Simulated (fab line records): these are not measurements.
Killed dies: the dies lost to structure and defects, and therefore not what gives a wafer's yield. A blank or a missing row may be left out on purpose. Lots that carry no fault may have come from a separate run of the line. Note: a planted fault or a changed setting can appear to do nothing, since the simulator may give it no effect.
A struck lot beside a sound one :: flow gf180mcu :: 26 out of 602 route steps
Sound: these wafers, L259.2, L259.3, L259.4. Struck: wafers L272.3, L272.5 (left out: L272.4, a lot-mate that was not struck); the cause follows at the end.
For every step that has rows: the tool of each side, followed by ch and its chambers, followed by its first start. Under that, the readings that differ: sound wafers :: struck wafers :: difference of the means :: sigmas: that difference in standard deviations of wafers without a fault.
alike: readings with means less than 2 such deviations apart, plus words and numbers identical on both sides. not compared: withheld readings, readings lacking a value on some wafer, bounds such as >300 that could conceal the same value, and numbers that have no deviation in the record and whose values overlap.
The two part at a step that has a row with sigmas, a row that says differs or no value, or rows on one side only. When numbers do not overlap yet have no deviation, they are printed without sigmas and do not part them. A reading missing from all wafers of one side parts the sides only when that side holds two or more wafers.

first, 6 steps without rows for these wafers: GF_TOP_METAL_HMDS_08 (prime time 60 s); GF_TOP_METAL_COAT_09 (resist thk 1500 nm); GF_TOP_METAL_SOFTBAKE_10 (time 60 s); GF_TOP_METAL_EXPOSE_11 (exposes mask MetalTop, target cd 440 nm); GF_TOP_METAL_PEB_12; GF_TOP_METAL_DEVELOP_13 (develop time 58.26 s).
GF_TOP_METAL_CD_MEAS_14: target cd 440 nm.
  sound: cd sem-01 at day 30 10:22; struck: cd sem-02 at day 33 19:58
  alike: cd nm
GF_TOP_METAL_OVL_MEAS_15:
  sound: overlay-01 at day 30 10:28; struck: overlay-01 at day 33 20:04
reading: TOP_METAL_OVL (nm)
sound: 2.1 3.1 2.9
struck: 1.0 -2.1
difference: -3.2
sigmas: -2
GF_TOP_METAL_METAL_ETCH_16: etches the open film in Cl2/BCl3, stops on SiO2, target depth 1077.5 nm, time 179.6 s.
  sound on rie metal-01 ch 0,1, day 30 10:30; struck on rie metal-04 ch 0,1, day 33 20:08
  alike: drypump motor current A, oes product au, throttle valve pct
  not compared: rf hours counter h
GF_TOP_METAL_STRIP_17: strips in O2/N2.
  sound on plasma asher-04 ch 0,1, day 30 10:41; struck on plasma asher-03 ch 0, day 33 20:17
  alike: drypump motor current A, heater power w, oes product au, strip time to endpoint s
  not compared: rf hours counter h
then, 2 steps without rows for these wafers: GF_TOP_METAL_STRIP_18 (strips in post etch residue remover, time 1200 s); GF_TOP_METAL_CLEAN_19 (cleans in DIW).
GF_PASSIVATION_CVD_00: deposits SiO2 from TEOS, target thk 1000 nm, time 111.95 s.
  sound on pecvd-01 ch 0,1,2, day 30 11:17; struck on pecvd-03 ch 0,2, day 33 20:50
reading: model.SiO2_of_PASSIVATION_CVD_00.thk nm (nm)
sound: 991.2 1004 1017
struck: 909.9 926.6
difference: -85.8
sigmas: 
  alike: heater power w
GF_PASSIVATION_THK_MEAS_01:
  sound: film metro-03 at day 30 11:25; struck: film metro-04 at day 33 21:10
reading: PASSIVATION_CVD_00_THK (nm)
sound: 991 1005 1017
struck: 911 927
difference: -85
sigmas: -6
  not compared: hold
GF_PASSIVATION_CVD_02: deposits Si3N4, target thk 700 nm, time 486.18 s.
  sound on pecvd-03 ch 0,1,2, day 30 11:28; struck on pecvd-01 ch 1,2, day 34 01:40
reading: hold
sound: - - -
struck: await dispo/4.4h/release await dispo/4.4h/release
difference: no value on the sound wafers
sigmas: 
  alike: heater power w
GF_PASSIVATION_THK_MEAS_03:
  sound: film metro-03 at day 30 11:46; struck: film metro-04 at day 34 01:58
  alike: PASSIVATION_CVD_02_THK
then, 7 steps without rows for these wafers: GF_PASSIVATION_DEHYDRATE_04 (time 60 s); GF_PASSIVATION_HMDS_05 (prime time 60 s); GF_PASSIVATION_COAT_06 (resist thk 4000 nm); GF_PASSIVATION_SOFTBAKE_07; GF_PASSIVATION_EXPOSE_08 (exposes mask Pad, target cd 40000 nm); GF_PASSIVATION_PEB_09; GF_PASSIVATION_DEVELOP_10 (develop time 60 s).
GF_PASSIVATION_ETCH_11: etches the open film in CF4/O2, stops on TiN, target depth 1800 nm, time 400 s.
  sound on rie diel-02 ch 0,3, day 31 05:03; struck on rie diel-04 ch 0, day 34 12:42
reading: oes product au (a.u.)
sound: 0.968 0.964 0.976
struck: 0.929 0.942
difference: -0.034
sigmas: -4

reading: model.PASSIVATION.feature depth nm (nm)
sound: 1697 1708 1738
struck: 1613 1638
difference: -89
sigmas: 

reading: model.etch.depth nm (nm)
sound: 1697 1708 1738
struck: 1613 1638
difference: -89
sigmas: 
  alike: drypump motor current A, throttle valve pct
  not compared: rf hours counter h
GF_PASSIVATION_STRIP_12: strips in O2/N2.
  sound on plasma asher-01 ch 0,1, day 31 05:17; struck on plasma asher-02 ch 0, day 34 12:59
  alike: drypump motor current A, heater power w, oes product au, strip time to endpoint s
  not compared: rf hours counter h
GF_PASSIVATION_PROBE_99:
  the record has rows for the sound wafers here (prober-02, day 31 07:04) and none for the struck ones

== WHERE THEY PART ==
Last at GF_PASSIVATION_PROBE_99 as far as this record goes, first at GF_TOP_METAL_OVL_MEAS_15.

WHY: the cause the simulator had injected
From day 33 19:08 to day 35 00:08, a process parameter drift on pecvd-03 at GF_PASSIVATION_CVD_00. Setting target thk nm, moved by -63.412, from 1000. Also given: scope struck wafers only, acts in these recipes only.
